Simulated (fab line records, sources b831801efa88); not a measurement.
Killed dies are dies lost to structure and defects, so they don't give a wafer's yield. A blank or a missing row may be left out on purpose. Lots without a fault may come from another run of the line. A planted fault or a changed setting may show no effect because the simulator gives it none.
Which tool did it? | flow gf180mcu | 6 lots, 18 wafers sampled, at 2 steps of a route of 602

WHAT THE GAUGES READ, wafer by wafer
GF_VT_IMPLANT_RS_MEAS_47: measures by four-point-probe.
lot  | measured     | on            | NWELL_RS (ohm/sq)
L958 | day 7 23:56  | film_metro-04 | 489.1 488.3 488.5
L960 | day 8 11:40  | film_metro-04 | 489.3 489.9 488.4
L964 | day 10 00:01 | film_metro-03 | 495.2 495.1 493.7
L973 | day 12 12:37 | film_metro-01 | 488.7 489.0 489.2
L976 | day 13 01:25 | film_metro-01 | 486.9 488.0 489.2
L978 | day 13 17:46 | film_metro-01 | 487.7 486.5 488.2

WHICH TOOL RAN EACH LOT (tool, then ch and the chambers of the sampled wafers, then the start)
lot  | GF_NWELL_IMPLANT_09
L958 | implanter-04 ch 0, day 3 18:10
L960 | implanter-02 ch 0, day 4 04:14
L964 | implanter-02 ch 0, day 5 06:58
L973 | implanter-01 ch 0, day 7 08:14
L976 | implanter-04 ch 0, day 7 20:13
L978 | implanter-04 ch 0, day 8 08:53
- GF_NWELL_IMPLANT_09

THE ANSWER, worked out from the rows above alone
Rule: what is usual is taken from the lots themselves. Put in order of their means at a reading, lots are off if they are a third of the lots or fewer, leave a main group of 4 or more, and stand apart from it by a gap of 3 or more times the standard deviation of the main group's means; of several such gaps the widest counts. A main group whose means are all the same, to the digits that the tables above print for the reading, isn't used. A lot without any number at a reading at which 4 lots or more have one is off too. The other lots that the step has rows for count as sound.
Off: L964, at GF_VT_IMPLANT_RS_MEAS_47 (NWELL_RS). The main group: mean 488.5 ohm/sq, standard deviation 0.63.
A tool fits if, at a process step before that reading, it ran every lot that is off, and no sound lot after the first of them. The gauges at GF_VT_IMPLANT_RS_MEAS_47 are tried like those tools. Can't be told from this: 2 tools fit, implanter-02 at GF_NWELL_IMPLANT_09, film_metro-03 at GF_VT_IMPLANT_RS_MEAS_47.

WHAT THE SIMULATOR HAD PUT IN
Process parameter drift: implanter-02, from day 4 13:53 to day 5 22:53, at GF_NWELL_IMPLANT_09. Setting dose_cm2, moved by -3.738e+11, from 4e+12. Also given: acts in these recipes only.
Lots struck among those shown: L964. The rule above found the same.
